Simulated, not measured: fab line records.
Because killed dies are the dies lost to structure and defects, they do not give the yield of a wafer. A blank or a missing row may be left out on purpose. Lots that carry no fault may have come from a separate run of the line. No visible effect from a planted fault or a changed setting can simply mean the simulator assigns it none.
The tool behind it: which one? + flow gf180mcu + 11 lots with 33 wafers sampled at 4 steps, on a route of 602 steps

## WHAT THE GAUGES READ, wafer by wafer
GF_M1_CD_MEAS_14: target cd 230 nm.
| lot  | measured     | on       | cdNm (nm)         |
|------|--------------|----------|-------------------|
| L327 | day 16 21:34 | cdSem-02 | 229.8 230.7 230.2 |
| L328 | day 17 04:02 | cdSem-02 | 230.1 229.9 230.0 |
| L329 | day 17 15:26 | cdSem-01 | 228.2 228.2 228.3 |
| L330 | day 17 23:34 | cdSem-02 | 228.1 229.0 227.6 |
| L331 | day 18 15:20 | cdSem-01 | 230.0 229.6 229.6 |
| L332 | day 18 23:33 | cdSem-02 | 230.0 230.1 229.6 |
| L341 | day 22 08:28 | cdSem-01 | 243.8 242.0 241.8 |
| L342 | day 23 01:46 | cdSem-02 | 238.7 237.5 238.2 |
| L346 | day 23 22:36 | cdSem-01 | 230.4 231.5 232.0 |
| L348 | day 24 11:00 | cdSem-01 | 228.9 229.9 228.6 |
| L349 | day 24 20:00 | cdSem-02 | 230.3 230.5 231.1 |

## WHAT TOOL EACH LOT RAN ON (gives the tool, then ch and the chambers of the sampled wafers, and finally the start)
| lot  | GF_SAB_STRIP_13                     | GF_SALICIDE_RTA_08              | GF_M1_EXPOSE_11                  |
|------|-------------------------------------|---------------------------------|----------------------------------|
| L327 | plasmaAsher-01 ch 0,1, day 14 22:07 | rtpAnneal-02 ch 0, day 14 22:46 | krfScanner-01 ch 0, day 16 10:07 |
| L328 | plasmaAsher-03 ch 1, day 15 05:23   | rtpAnneal-01 ch 0, day 15 06:01 | krfScanner-01 ch 0, day 16 17:05 |
| L329 | plasmaAsher-01 ch 0, day 15 16:31   | rtpAnneal-01 ch 0, day 15 17:08 | krfScanner-01 ch 0, day 17 04:38 |
| L330 | plasmaAsher-01 ch 0,1, day 15 22:28 | rtpAnneal-01 ch 0, day 15 23:07 | krfScanner-01 ch 0, day 17 11:43 |
| L331 | plasmaAsher-02 ch 0,1, day 16 12:46 | rtpAnneal-01 ch 0, day 16 13:23 | krfScanner-01 ch 0, day 18 03:53 |
| L332 | plasmaAsher-03 ch 0,1, day 16 21:47 | rtpAnneal-02 ch 0, day 16 22:23 | krfScanner-02 ch 0, day 18 11:56 |
| L341 | plasmaAsher-01 ch 0,1, day 20 06:12 | rtpAnneal-02 ch 0, day 20 06:49 | krfScanner-01 ch 0, day 21 20:50 |
| L342 | plasmaAsher-03 ch 0,1, day 21 00:33 | rtpAnneal-01 ch 0, day 21 01:10 | krfScanner-01 ch 0, day 22 14:43 |
| L346 | plasmaAsher-01 ch 0,1, day 21 21:58 | rtpAnneal-02 ch 0, day 21 22:36 | krfScanner-02 ch 0, day 23 11:39 |
| L348 | plasmaAsher-02 ch 0,1, day 22 11:19 | rtpAnneal-02 ch 0, day 22 11:56 | krfScanner-02 ch 0, day 23 23:40 |
| L349 | plasmaAsher-02 ch 0,1, day 22 19:35 | rtpAnneal-02 ch 0, day 22 20:13 | krfScanner-02 ch 0, day 24 08:40 |
- GF_SAB_STRIP_13: strips in O2/N2.
- GF_SALICIDE_RTA_08: time 30 s.
- GF_M1_EXPOSE_11: exposes mask Metal1, target cd 230 nm.

## THE ANSWER, worked out from the rows above alone
Rule: the lots themselves supply what counts as usual. The widest of any qualifying gaps counts: lots, ordered by their means at a reading, are off when they make up no more than a third of the lots, leave a main group of 4 or more, and stand apart from it by 3 or more times the standard deviation of that group's means. A main group is skipped when, at the precision printed for the reading in the tables above, its means are all equal. Also off: a lot with no number at a reading for which 4 or more lots have one. Where the step has rows for the other lots, those lots are counted as sound.
Off at GF_M1_CD_MEAS_14 (cdNm): L341, L342. The main group has a mean of 229.7 nm with a standard deviation of 0.97.
A tool fits if, at a process step before that reading, it ran every lot that is off, and no sound lot after the first of them. The gauges at GF_M1_CD_MEAS_14 are tried like those tools. One candidate fits, namely krfScanner-01 at GF_M1_EXPOSE_11. Its last sound lot is L331 (day 18 03:53), its first lot that is off L341 (day 21 20:50): a fault that began between those two fits.

## WHAT WAS PUT IN BY THE SIMULATOR
Process parameter drift: krfScanner-01, from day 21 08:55 on, at GF_M1_EXPOSE_11. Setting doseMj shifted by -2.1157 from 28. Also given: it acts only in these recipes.
Shown lots that were struck: L341, L342. The rule given above showed the same thing.
